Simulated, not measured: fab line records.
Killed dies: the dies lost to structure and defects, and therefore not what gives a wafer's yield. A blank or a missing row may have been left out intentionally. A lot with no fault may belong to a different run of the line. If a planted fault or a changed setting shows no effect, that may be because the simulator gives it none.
fab line records	flow sky130
[record] lots = 12	wafers = 36	last-day = 50
route steps=708 shown CONTACT@422 METAL1@448 PAD_OPEN@708
lots with no fault: from the same line, run without faults
start-h: the number of hours between the record's first day and the start of the first shown wafer of the lot	wait-h: hours since the lot's step before	" repeats the value in the row above	L1.1+2: a row that stands for several wafers	- no value, or no start given	* or withheld: withheld	< > ~ a bound
route shown NAME@n: names a module that has steps shown in the file, with the first one's number in the route	usual: mean/standard deviation taken from wafers without a fault	same: alike in all rows	chamber/n: place in a boat	sites: readings site by site	_std_site: standard deviation of those values	_edge_site: mean of outer sites minus mean of inner sites	radius-mm: for every site, how far away it sits from the centre of the wafer	mask NAME#n: copy n	behind: the last tool/chamber to shape the wafer	hold: reason for holding the lot/hours on hold/outcome of the hold	device: which transistor (n, p or np) failed to switch	end of line: tests of these same wafers at the route's end	a step without rows: its recipe alone	killed: not the wafer's yield, but the dies lost to structure and defects at the first sort	map: the dies of a wafer, with x for killed, . for not killed, _ for no die there
set.NAME: the setting that was run; set.NAME@STEP: the one run at that earlier step	model.NAME: the simulator's own value behind a step, which no gauge read
one table for each step of the route and one row for each wafer, over a sample of lots
services: a tool's chamber out of use, with start hour (start-h, from the record's first day; less than 0 if before it), hours out, and reason
[[steps]]
[step SKY_CONTACT_ETCH_16]
[recipe] chemistry = N2/H2	target = BARC	ion-energy-ev = 200	source-w = 500	bias-w = 100	pressure-mtorr = 30	n2-flow-sccm = 100	h2-flow-sccm = 200	stop-on = SiO2	time-s = 45.9	target-depth-a = 600
[usual] drypump-motor-current-A = 5.9/0.4	oes-product-au = 0.855/0.0047	throttle-valve-pct = 13.224/0.0096
lot.wafer	tool	chamber	start-h	wait-h	drypump-motor-current-A	oes-product-au	rf-hours-counter-h	throttle-valve-pct
L927.1	rie-diel-01	1	733.19	0.0	5.9	0.853	23	13.221
L927.3	"	0	"	"	6.4	0.855	9	13.207
L927.5	"	3	"	"	5.0	0.861	-	13.216
L928.1	rie-diel-02	0	748.09	0.0	6.0	0.850	21	13.216
L928.3	"	2	"	"	5.7	0.849	20	13.230
L928.4	"	1	"	"	5.8	0.854	10	13.219
L929.2	rie-diel-01	0	751.66	0.0	6.4	0.865	10	13.235
L929.3	"	3	"	"	5.0	0.856	15	13.209
L929.4	"	1	"	"	5.9	0.841	24	13.211
L930.2	rie-diel-01	3	759.52	0.0	5.0	0.858	15	13.227
L930.3	"	0	"	"	6.4	0.851	10	13.217
L930.5	"	0	"	"	6.4	0.856	-	13.234
L934.1	rie-diel-03	1	788.77	0.0	5.8	0.851	7	13.235
L934.3	"	0	"	"	5.7	0.843	8	13.223
L934.5	"	2	"	"	6.5	0.855	-	13.212
L936.1	rie-diel-01	0	809.54	0.0	6.4	0.852	12	13.239
L936.3	"	2	"	"	5.3	0.863	7	13.243
L936.4	"	1	"	"	5.9	0.864	26	13.222
L940.2	rie-diel-02	2	842.49	0.0	5.7	0.847	23	13.242
L940.3	"	3	"	"	6.2	0.862	21	13.223
L940.5	"	0	"	"	6.0	0.855	-	13.233
L943.2	rie-diel-03	0	865.72	0.0	5.7	0.856	11	13.224
L943.4	"	2	"	"	6.5	0.844	-	13.217
L943.6	"	1	"	"	5.8	0.855	-	13.226
L941.2	rie-diel-03	1	867.19	0.0	5.8	0.852	9	13.213
L941.5	"	2	"	"	6.5	0.851	-	13.228
L941.6	"	1	"	"	5.8	0.849	-	13.218
L942.1	rie-diel-01	0	867.72	0.0	6.4	0.852	14	13.237
L942.4	"	1	"	"	5.9	0.851	27	13.197
L942.6	"	3	"	"	5.0	0.853	-	13.214
L946.1	rie-diel-01	3	897.62	0.0	5.0	0.857	20	13.234
L946.2	"	2	"	"	5.3	0.856	10	13.242
L946.6	"	2	"	"	5.3	0.860	-	13.229
L949.2	rie-diel-02	0	920.32	0.0	6.0	0.856	27	13.218
L949.3	"	1	"	"	5.7	0.857	16	13.247
L949.4	"	3	"	"	6.1	0.859	24	13.236
[step SKY_CONTACT_ETCH_17]
[recipe] target = SiO2	chemistry = C4F8/O2/Ar	stop-on = Si3N4	mask-material = KrF-thick	source-w = 1500	bias-w = 1200	pressure-mtorr = 40	c4f8-flow-sccm = withheld	O2_flow_sccm = 6	Ar_flow_sccm = 300	time-s = withheld	target-depth-a = 3400
[usual] oes-product-au = 0.891/0.0047
lot.wafer	tool	chamber	start-h	wait-h	oes-product-au
L927.1	rie-diel-01	1	733.23	0.0	0.889
L927.3	"	0	"	"	0.900
L927.5	"	3	"	"	0.899
L928.1	rie-diel-02	0	748.13	0.0	0.896
L928.3	"	2	"	"	0.889
L928.4	"	1	"	"	0.888
L929.2	rie-diel-01	0	751.70	0.0	0.893
L929.3	"	3	"	"	0.890
L929.4	"	1	"	"	0.886
L930.2	rie-diel-01	3	759.56	0.0	0.901
L930.3	"	0	"	"	0.897
L930.5	"	0	"	"	0.892
L934.1	rie-diel-03	1	788.81	0.0	0.885
L934.3	"	0	"	"	0.887
L934.5	"	2	"	"	0.894
L936.1	rie-diel-01	0	809.58	0.0	0.887
L936.3	"	2	"	"	0.884
L936.4	"	1	"	"	0.895
L940.2	rie-diel-02	2	842.54	0.0	0.889
L940.3	"	3	"	"	0.895
L940.5	"	0	"	"	0.888
L943.2	rie-diel-03	0	865.77	0.0	0.897
L943.4	"	2	"	"	0.890
L943.6	"	1	"	"	0.890
L941.2	rie-diel-03	1	867.23	0.0	0.892
L941.5	"	2	"	"	0.897
L941.6	"	1	"	"	0.892
L942.1	rie-diel-01	0	867.77	0.0	0.890
L942.4	"	1	"	"	0.893
L942.6	"	3	"	"	0.887
L946.1	rie-diel-01	3	897.67	0.0	0.896
L946.2	"	2	"	"	0.888
L946.6	"	2	"	"	0.890
L949.2	rie-diel-02	0	920.37	0.0	0.891
L949.3	"	1	"	"	0.889
L949.4	"	3	"	"	0.882
[step SKY_CONTACT_CMP_27]
[recipe] stop-on = SiO2	t-overpolish-s = 15	down-force-psi = 3.5	platen-rpm = 60	target-thk-nm = 0	pad-velocity-m-s = 0.94248
[usual] motor-current-A = 10.6/0.85	overpolish-run-s = 15.000/0.0093	time-to-endpoint-s = 80.0/2.5
[same] t-overpolish-s = 15
lot.wafer	tool	chamber	start-h	wait-h	motor-current-A	overpolish-run-s	time-to-endpoint-s
L927.3	cmp-01	3	734.31	0.1	10.7	14.997	75.9
L927.1	"	0	"	"	10.1	15.008	77.3
L927.5	"	3	"	"	10.4	14.992	77.6
L928.1	cmp-01	3	749.20	0.1	10.7	15.010	76.8
L928.4	"	0	"	"	10.1	14.998	80.0
L928.3	"	2	"	"	10.2	14.995	77.8
L929.3	cmp-01	2	752.82	0.1	10.3	15.007	83.7
L929.4	"	3	"	"	10.6	15.002	77.6
L929.2	"	0	"	"	10.7	15.003	80.0
L930.2	cmp-02	1	760.67	0.1	9.6	15.011	80.4
L930.3	"	3	"	"	9.5	15.010	82.2
L930.5	"	0	"	"	10.5	15.006	81.0
L934.1	cmp-02	3	789.85	0.1	10.2	14.999	80.3
L934.3	"	1	"	"	9.5	15.005	79.4
L934.5	"	3	"	"	9.7	15.006	80.9
L936.4	cmp-02	1	810.62	0.0	9.5	15.002	81.1
L936.1	"	2	"	"	12.4	15.002	85.3
L936.3	"	0	"	"	10.2	15.007	79.6
L940.3	cmp-01	2	843.63	0.1	9.8	15.005	79.0
L940.2	"	3	"	"	10.8	14.994	80.3
L940.5	"	3	"	"	10.8	14.988	77.6
L943.4	cmp-01	2	866.90	0.1	9.5	15.000	83.5
L943.2	"	3	"	"	10.9	14.988	81.0
L943.6	"	0	"	"	10.6	14.998	79.8
L941.2	cmp-02	2	868.35	0.1	11.8	15.015	78.9
L941.5	"	1	"	"	9.7	15.008	76.4
L941.6	"	2	"	"	11.5	14.998	79.6
L942.1	cmp-02	0	868.93	0.1	10.9	14.994	76.9
L942.4	"	1	"	"	9.8	15.018	76.0
L942.6	"	3	"	"	9.7	15.000	81.1
L946.2	cmp-02	0	899.13	0.4	9.4	15.012	82.9
L946.1	"	1	"	"	9.9	14.996	84.6
L946.6	"	1	"	"	9.3	14.986	85.4
L949.4	cmp-01	3	921.41	0.0	11.2	14.991	80.5
L949.2	"	0	"	"	10.4	14.999	82.9
L949.3	"	1	"	"	11.2	15.003	79.7
[step SKY_METAL1_DEVELOP_14]
[recipe] develop-time-s = 60	resist = KrF-thick	dev-temp-c = 21
[usual] developer-temp-C = 21.00/0.11
lot.wafer	tool	chamber	start-h	wait-h	developer-temp-C
L927.1	litho-track-01	0	762	-	21.08
L927.3	"	0	"	"	21.18
L927.5	"	0	"	"	21.00
L928.1	litho-track-04	0	776	-	21.04
L928.3	"	0	"	"	21.09
L928.4	"	0	"	"	20.99
L929.2	litho-track-01	0	780	-	21.06
L929.3	"	0	"	"	21.07
L929.4	"	0	"	"	21.19
L930.2	litho-track-01	0	788	-	20.97
L930.3	"	0	"	"	20.80
L930.5	"	0	"	"	20.93
L934.1	litho-track-04	0	816	-	20.90
L934.3	"	0	"	"	21.09
L934.5	"	0	"	"	21.05
L936.1	litho-track-02	0	837	-	20.97
L936.3	"	0	"	"	20.97
L936.4	"	0	"	"	21.08
L940.2	litho-track-02	0	869	-	21.25
L940.3	"	0	"	"	21.04
L940.5	"	0	"	"	21.05
L943.2	litho-track-04	0	892	-	20.38
L943.4	"	0	"	"	20.46
L943.6	"	0	"	"	20.34
L941.2	litho-track-04	0	894	-	20.42
L941.5	"	0	"	"	20.49
L941.6	"	0	"	"	20.23
L942.1	litho-track-01	0	894	-	21.06
L942.4	"	0	895	-	20.91
L942.6	"	0	"	"	21.23
L946.1	litho-track-01	0	924	-	20.82
L946.2	"	0	"	"	20.95
L946.6	"	0	"	"	20.79
L949.2	litho-track-01	0	946	-	21.08
L949.3	"	0	"	"	21.06
L949.4	"	0	"	"	21.00
[step SKY_PAD_OPEN_PROBE_99]
[usual] defect-limited-yield = 83.0/1.9	killed_at_M0_to_M3 = 43/6.9	killed_at_M4_up = 3.1/1.9	killed-at-contacts = 24/5.4	killed-at-front-end = 14/4.3	killed-at-other = 0.3/0.53	killed-dies = 84/9.5	killed-open = 46/6.8	killed-short = 38/6	sort_bin_3_pad_short = 0.9/0.46	sort_bin_5_function = 10.0/1.4	sort_bin_6_memory = 6.1/1.1	sort-n-pass = 408/9.5	sort-yield-pct = 83.0/1.9
[same] gross-dies = 492	killed-at-back-side = 0	sort_bin_4_leakage[%] = 0	sort_bin_8_speed[%] = 0
lot.wafer	tool	chamber	start-h	wait-h	defect-limited-yield[%]	killed_at_M0_to_M3	killed_at_M4_up	killed-at-contacts	killed-at-front-end	killed-at-other	killed-dies	killed-open	killed-short	sort_bin_3_pad_short[%]	sort_bin_5_function[%]	sort_bin_6_memory[%]	sort-n-pass	sort-yield-pct[%]
L927.1	prober-02	-	1075.96	0.1	82.3	49	4	20	14	0	87	50	37	0.4	11.2	6.1	405	82.3
L927.3	prober-02	-	1076.06	0.2	85.0	43	2	18	11	0	74	35	39	0	10.0	5.1	418	85.0
L927.5	prober-02	-	1076.16	0.2	86.4	32	0	24	11	0	67	47	20	0.2	6.9	6.5	425	86.4
L928.1	prober-01	-	1081.90	0.1	81.5	42	8	26	15	0	91	52	38	0.6	10.0	7.9	401	81.5
L928.3	prober-01	-	1082.00	0.2	77.4	60	9	27	15	0	111	64	47	0.8	13.0	8.7	381	77.4
L928.4	prober-01	-	1082.05	0.2	82.3	48	2	18	19	0	87	49	38	1.2	8.9	7.5	405	82.3
L929.2	prober-02	-	1086.22	0.1	80.1	51	4	28	13	2	98	57	41	2.0	13.2	4.7	394	80.1
L929.3	prober-02	-	1086.27	0.2	83.1	36	7	26	14	0	83	43	40	1.4	10.4	5.1	409	83.1
L929.4	prober-02	-	1086.32	0.2	84.1	32	6	31	9	0	78	42	36	1.0	9.3	5.5	414	84.1
L930.2	prober-01	-	1096.45	0.1	85.8	40	3	22	5	0	70	37	33	1.4	8.3	4.5	422	85.8
L930.3	prober-01	-	1096.50	0.2	83.1	43	2	20	17	1	83	41	42	0.6	10.0	6.3	409	83.1
L930.5	prober-01	-	1096.60	0.2	83.5	31	3	23	24	0	81	33	48	1.8	9.6	5.1	411	83.5
L934.1	prober-01	-	1119.27	0.1	83.3	43	2	26	11	0	82	40	42	0.4	9.8	6.5	410	83.3
L934.3	prober-01	-	1119.37	0.2	81.7	46	6	25	13	0	90	47	43	0.6	11.6	6.1	402	81.7
L934.5	prober-01	-	1119.47	0.2	82.3	45	6	22	14	0	87	42	45	0.8	10.4	6.5	405	82.3
L936.1	prober-01	-	1132.01	0.1	85.4	35	1	25	11	0	72	42	29	0	10.0	4.7	420	85.4
L936.3	prober-01	-	1132.11	0.2	82.1	43	1	34	10	0	88	50	38	0.8	10.4	6.7	404	82.1
L936.4	prober-01	-	1132.16	0.2	83.7	39	3	27	11	0	80	44	36	0.8	8.3	7.1	412	83.7
L940.2	prober-01	-	1157.19	0.1	85.8	38	0	20	12	0	70	42	27	0.2	8.3	5.7	422	85.8
L940.3	prober-01	-	1157.24	0.2	80.5	43	2	27	24	0	96	56	40	1.4	11.6	6.5	396	80.5
L940.5	prober-01	-	1157.34	0.2	82.3	47	5	22	13	0	87	50	36	1.4	10.2	6.1	405	82.3
L943.2	prober-02	-	1168.86	0.1	81.7	42	5	20	22	1	90	44	46	0.8	11.2	6.3	402	81.7
L943.4	prober-02	-	1168.96	0.2	83.5	39	5	18	19	0	81	41	40	0.6	9.1	6.7	411	83.5
L943.6	prober-02	-	1169.06	0.2	83.1	42	1	20	19	1	83	44	39	0.4	10.0	6.5	409	83.1
L941.2	prober-01	-	1171.77	0.1	83.7	42	5	22	11	0	80	49	31	0.2	9.8	6.3	412	83.7
L941.5	prober-01	-	1171.92	0.2	86.4	33	2	20	12	0	67	31	36	1.2	8.1	4.3	425	86.4
L941.6	prober-01	-	1171.97	0.2	79.5	59	2	29	11	0	101	56	45	0.6	10.8	9.1	391	79.5
L942.1	prober-02	-	1172.46	0.1	79.3	62	0	26	14	0	102	62	40	0.6	12.6	7.5	390	79.3
L942.4	prober-02	-	1172.61	0.2	82.7	45	4	26	10	0	85	57	28	1.0	10.2	6.1	407	82.7
L942.6	prober-02	-	1172.71	0.2	81.9	50	2	19	17	1	89	53	36	1.0	12.6	4.5	403	81.9
L946.1	prober-01	-	1194.86	0.1	84.6	37	2	23	14	0	76	48	28	0.6	7.7	7.1	416	84.6
L946.2	prober-01	-	1194.91	0.1	81.7	43	3	30	14	0	90	52	37	0.8	11.2	6.3	402	81.7
L946.6	prober-01	-	1195.11	0.2	81.5	47	0	28	16	0	91	49	42	1.2	11.0	6.3	401	81.5
L949.2	prober-02	-	1206.70	0.1	82.9	43	1	27	13	0	84	46	38	1.2	9.1	6.7	408	82.9
L949.3	prober-02	-	1206.75	0.2	82.7	41	4	24	16	0	85	39	46	0.4	10.2	6.7	407	82.7
L949.4	prober-02	-	1206.80	0.2	83.9	44	1	16	18	0	79	42	37	0.6	9.1	6.3	413	83.9
// killed by level:class
L927.1 VIA1:geometric-particle:open=11 LI_CONTACT:geometric-particle:open=8 VIA3:geometric-particle:open=7 METAL1:geometric-particle:short=6 VIA2:geometric-particle:open=6 CONTACT:geometric-particle:open=5 VIA1:geometric-particle:short=5 POLY_GATE:geometric-particle:open=4
L927.3 VIA1:geometric-particle:open=9 VIA2:geometric-particle:open=7 METAL2:geometric-particle:short=5 LOCAL_INTERCONNECT:geometric-particle:short=5 VIA1:geometric-particle:short=5 VIA3:geometric-particle:open=5 FIELD_ISO:geometric-particle:short=4 LI_CONTACT:geometric-particle:open=4
L927.5 VIA1:geometric-particle:open=11 CONTACT:geometric-particle:open=9 LI_CONTACT:geometric-particle:open=7 FIELD_ISO:geometric-particle:open=5 VIA1:geometric-particle:short=4 CONTACT:geometric-particle:short=3 VIA3:geometric-particle:open=3 VIA2:geometric-particle:open=3
L928.1 LI_CONTACT:geometric-particle:open=10 VIA1:geometric-particle:open=10 METAL2:geometric-particle:short=9 VIA2:geometric-particle:open=8 CONTACT:geometric-particle:open=7 METAL4:geometric-particle:short=7 POLY_GATE:geometric-particle:open=4 LOCAL_INTERCONNECT:geometric-particle:short=4
L928.3 VIA1:geometric-particle:open=13 VIA2:geometric-particle:open=12 VIA1:geometric-particle:short=8 LI_CONTACT:geometric-particle:open=7 FIELD_ISO:geometric-particle:open=6 LOCAL_INTERCONNECT:geometric-particle:short=6 CONTACT:geometric-particle:open=6 METAL2:geometric-particle:short=6
L928.4 VIA2:geometric-particle:open=10 VIA1:geometric-particle:open=9 METAL1:geometric-particle:short=8 POLY_GATE:geometric-particle:short=7 LI_CONTACT:geometric-particle:open=6 VIA1:geometric-particle:short=6 VIA3:geometric-particle:open=6 CONTACT:geometric-particle:open=5
L929.2 VIA1:geometric-particle:open=14 LI_CONTACT:geometric-particle:open=11 VIA3:geometric-particle:open=11 FIELD_ISO:geometric-particle:short=6 VIA2:geometric-particle:open=6 CONTACT:geometric-particle:short=5 CONTACT:geometric-particle:open=5 VIA1:geometric-particle:short=5
L929.3 VIA1:geometric-particle:open=9 LOCAL_INTERCONNECT:geometric-particle:short=9 VIA3:geometric-particle:open=8 FIELD_ISO:geometric-particle:open=7 LI_CONTACT:geometric-particle:open=7 METAL4:geometric-particle:short=7 CONTACT:geometric-particle:open=5 LI_CONTACT:geometric-particle:short=4
L929.4 CONTACT:geometric-particle:open=11 LOCAL_INTERCONNECT:geometric-particle:short=8 VIA3:geometric-particle:open=7 METAL3:geometric-particle:short=6 LI_CONTACT:geometric-particle:open=5 VIA1:geometric-particle:open=5 METAL1:geometric-particle:short=4 FIELD_ISO:geometric-particle:open=3
L930.2 VIA1:geometric-particle:open=15 CONTACT:geometric-particle:short=7 CONTACT:geometric-particle:open=6 VIA1:geometric-particle:short=4 VIA2:geometric-particle:short=4 LI_CONTACT:geometric-particle:open=3 LOCAL_INTERCONNECT:geometric-particle:short=3 METAL4:geometric-particle:short=3
L930.3 FIELD_ISO:geometric-particle:open=9 VIA1:geometric-particle:open=7 METAL1:geometric-particle:short=7 VIA2:geometric-particle:short=6 VIA2:geometric-particle:open=6 FIELD_ISO:geometric-particle:short=5 LOCAL_INTERCONNECT:geometric-particle:short=5 CONTACT:geometric-particle:open=5
L930.5 FIELD_ISO:geometric-particle:short=7 VIA2:geometric-particle:open=7 FIELD_ISO:geometric-particle:open=6 CONTACT:geometric-particle:short=6 METAL1:geometric-particle:short=6 POLY_GATE:geometric-particle:short=5 LOCAL_INTERCONNECT:geometric-particle:short=5 LI_CONTACT:geometric-particle:open=5
L934.1 VIA1:geometric-particle:open=11 CONTACT:geometric-particle:open=9 LOCAL_INTERCONNECT:geometric-particle:short=7 VIA1:geometric-particle:short=7 METAL1:geometric-particle:short=5 FIELD_ISO:geometric-particle:short=4 LI_CONTACT:geometric-particle:open=4 CONTACT:geometric-particle:short=4
L934.3 VIA1:geometric-particle:open=13 CONTACT:geometric-particle:open=12 METAL2:geometric-particle:short=10 VIA2:geometric-particle:open=6 METAL4:geometric-particle:short=5 LI_CONTACT:geometric-particle:open=4 LOCAL_INTERCONNECT:geometric-particle:short=4 METAL1:geometric-particle:short=4
L934.5 VIA1:geometric-particle:open=10 VIA3:geometric-particle:open=9 LOCAL_INTERCONNECT:geometric-particle:short=8 CONTACT:geometric-particle:short=5 VIA1:geometric-particle:short=5 METAL2:geometric-particle:short=5 METAL1:geometric-particle:short=4 METAL2:geometric-particle:open=4
L936.1 LI_CONTACT:geometric-particle:open=11 VIA1:geometric-particle:open=9 CONTACT:geometric-particle:open=7 VIA3:geometric-particle:open=7 CONTACT:geometric-particle:short=5 VIA1:geometric-particle:short=4 FIELD_ISO:geometric-particle:short=3 POLY_GATE:geometric-particle:short=3
L936.3 CONTACT:geometric-particle:open=13 VIA1:geometric-particle:open=12 LI_CONTACT:geometric-particle:open=9 METAL2:geometric-particle:short=6 LI_CONTACT:geometric-particle:short=6 VIA3:geometric-particle:short=6 VIA2:geometric-particle:open=5 VIA3:geometric-particle:open=4
L936.4 LI_CONTACT:geometric-particle:open=10 CONTACT:geometric-particle:open=10 LOCAL_INTERCONNECT:geometric-particle:short=6 VIA3:geometric-particle:short=6 VIA1:geometric-particle:open=5 VIA1:geometric-particle:short=5 VIA2:geometric-particle:open=5 VIA3:geometric-particle:open=5
L940.2 VIA1:geometric-particle:open=9 VIA3:geometric-particle:open=8 CONTACT:geometric-particle:open=7 LI_CONTACT:geometric-particle:open=6 METAL2:geometric-particle:short=4 POLY_GATE:geometric-particle:short=4 METAL1:geometric-particle:short=4 METAL2:geometric-particle:open=4
L940.3 VIA1:geometric-particle:open=10 CONTACT:geometric-particle:open=9 VIA3:geometric-particle:open=8 FIELD_ISO:geometric-particle:open=7 FIELD_ISO:geometric-particle:short=7 VIA2:geometric-particle:open=7 LOCAL_INTERCONNECT:geometric-particle:short=7 LI_CONTACT:geometric-particle:open=6
L940.5 VIA3:geometric-particle:open=10 LI_CONTACT:geometric-particle:open=9 VIA1:geometric-particle:open=7 FIELD_ISO:geometric-particle:open=6 CONTACT:geometric-particle:open=6 VIA1:geometric-particle:short=6 VIA2:geometric-particle:open=6 METAL1:geometric-particle:short=5
L943.2 VIA1:geometric-particle:open=11 LI_CONTACT:geometric-particle:open=8 VIA1:geometric-particle:short=7 FIELD_ISO:geometric-particle:short=6 POLY_GATE:geometric-particle:short=5 VIA3:geometric-particle:open=5 FIELD_ISO:geometric-particle:open=4 VIA2:geometric-particle:short=4
L943.4 VIA1:geometric-particle:open=12 VIA2:geometric-particle:short=7 POLY_GATE:geometric-particle:open=5 LI_CONTACT:geometric-particle:short=5 VIA3:geometric-particle:open=5 LOCAL_INTERCONNECT:geometric-particle:short=4 CONTACT:geometric-particle:open=4 VIA2:geometric-particle:open=4
L943.6 VIA1:geometric-particle:open=17 LI_CONTACT:geometric-particle:open=8 FIELD_ISO:geometric-particle:short=7 METAL2:geometric-particle:short=5 POLY_GATE:geometric-particle:open=4 POLY_GATE:geometric-particle:short=4 CONTACT:geometric-particle:short=4 CONTACT:geometric-particle:open=4
L941.2 VIA1:geometric-particle:open=11 CONTACT:geometric-particle:open=9 LI_CONTACT:geometric-particle:open=8 VIA3:geometric-particle:open=8 VIA3:geometric-particle:short=5 POLY_GATE:geometric-particle:short=4 VIA2:geometric-particle:open=4 METAL4:geometric-particle:short=4
L941.5 METAL2:geometric-particle:short=8 CONTACT:geometric-particle:open=8 VIA1:geometric-particle:open=7 METAL1:geometric-particle:short=6 FIELD_ISO:geometric-particle:short=5 LI_CONTACT:geometric-particle:open=4 LOCAL_INTERCONNECT:geometric-particle:short=4 VIA2:geometric-particle:open=4
L941.6 VIA1:geometric-particle:open=17 CONTACT:geometric-particle:open=11 METAL1:geometric-particle:short=9 VIA2:geometric-particle:open=7 VIA3:geometric-particle:open=7 LI_CONTACT:geometric-particle:open=6 METAL2:geometric-particle:short=6 CONTACT:geometric-particle:short=5
L942.1 VIA1:geometric-particle:open=15 CONTACT:geometric-particle:open=12 VIA3:geometric-particle:open=9 METAL1:geometric-particle:short=8 LI_CONTACT:geometric-particle:open=6 FIELD_ISO:geometric-particle:short=5 METAL2:geometric-particle:short=5 VIA2:geometric-particle:open=5
L942.4 VIA1:geometric-particle:open=15 VIA2:geometric-particle:open=9 CONTACT:geometric-particle:open=8 LI_CONTACT:geometric-particle:open=7 VIA3:geometric-particle:open=6 CONTACT:geometric-particle:short=5 FIELD_ISO:geometric-particle:short=4 LOCAL_INTERCONNECT:geometric-particle:short=4
L942.6 VIA1:geometric-particle:open=20 VIA2:geometric-particle:open=9 FIELD_ISO:geometric-particle:open=5 LI_CONTACT:geometric-particle:open=5 CONTACT:geometric-particle:open=5 VIA1:geometric-particle:short=5 POLY_GATE:geometric-particle:short=4 METAL2:geometric-particle:short=4
L946.1 CONTACT:geometric-particle:open=13 VIA1:geometric-particle:open=8 VIA2:geometric-particle:open=6 LI_CONTACT:geometric-particle:open=5 METAL1:geometric-particle:short=5 VIA1:geometric-particle:short=5 CONTACT:geometric-particle:short=4 VIA3:geometric-particle:open=4
L946.2 CONTACT:geometric-particle:open=17 LI_CONTACT:geometric-particle:open=7 VIA1:geometric-particle:short=7 VIA1:geometric-particle:open=6 VIA2:geometric-particle:open=5 VIA3:geometric-particle:open=5 METAL3:geometric-particle:short=4 METAL2:geometric-particle:short=4
L946.6 VIA2:geometric-particle:open=9 LI_CONTACT:geometric-particle:open=9 VIA1:geometric-particle:open=8 CONTACT:geometric-particle:short=7 CONTACT:geometric-particle:open=6 VIA2:geometric-particle:short=5 VIA1:geometric-particle:short=5 FIELD_ISO:geometric-particle:short=4
L949.2 CONTACT:geometric-particle:open=14 VIA1:geometric-particle:open=10 POLY_GATE:geometric-particle:short=6 VIA2:geometric-particle:open=5 LI_CONTACT:geometric-particle:open=5 METAL1:geometric-particle:short=5 METAL2:geometric-particle:short=5 VIA3:geometric-particle:open=5
L949.3 LI_CONTACT:geometric-particle:open=10 CONTACT:geometric-particle:open=9 METAL1:geometric-particle:short=8 METAL2:geometric-particle:short=8 VIA1:geometric-particle:open=7 VIA3:geometric-particle:open=7 POLY_GATE:geometric-particle:short=6 FIELD_ISO:geometric-particle:short=5
L949.4 VIA1:geometric-particle:open=12 CONTACT:geometric-particle:open=7 POLY_GATE:geometric-particle:short=5 METAL2:geometric-particle:short=5 VIA2:geometric-particle:open=5 POLY_GATE:geometric-particle:open=4 METAL1:geometric-particle:short=4 FIELD_ISO:geometric-particle:short=3
[[services]]
tool	chamber	start-h	hours	kind
cmp-02	-	716.57	3.1	repair
cmp-01	-	725.97	4.4	pm
cmp-02	-	744.00	4.0	pm
rie-diel-03	2	745.08	2.1	repair
cmp-02	-	746.97	0.7	repair
cmp-02	-	748.00	-	consumable-replace:conditioner
cmp-02	-	748.00	-	consumable-replace:pad
rie-diel-03	0	761.49	1.3	repair
rie-diel-01	-	775.53	0.5	repair
rie-diel-03	3	785.29	132.0	repair
rie-diel-03	2	799.00	4.1	repair
cmp-01	-	804.41	1.6	repair
rie-diel-02	1	810.51	3.6	repair
cmp-02	-	820.18	0.4	repair
rie-diel-02	0	869.63	6.4	repair
rie-diel-01	1	870.26	-	clean
rie-diel-01	1	870.26	15.2	scheduled-down
rie-diel-01	1	870.26	15.2	vent-cycle
cmp-01	-	887.65	1.0	repair
cmp-02	-	893.31	0.8	repair
rie-diel-01	3	907.23	3.8	repair
cmp-02	-	911.78	5.5	pm
cmp-01	-	912.00	4.0	pm
cmp-02	-	931.39	0.3	repair
[[key]]
[first-sign] step = SKY_METAL1_DEVELOP_14	reading = developer-temp-C	direction = down	sigmas = 5.6	usual = *	struck = *
effect none on later readings
met-at SKY_METAL1_DEVELOP_14
struck-lots L941,L943
not-acting-at SKY_CONTACT_ETCH_16,SKY_CONTACT_ETCH_17,SKY_CONTACT_CMP_27
onset-between 816 892
[fault] kind = process-parameter-drift	tool = litho-track-04	chamber = -	onset-h = 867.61	steps = SKY_METAL1_DEVELOP_14	channel = dev-temp-c	offset = *	shape = step	end-h = 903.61	acts-in = *	stated = *
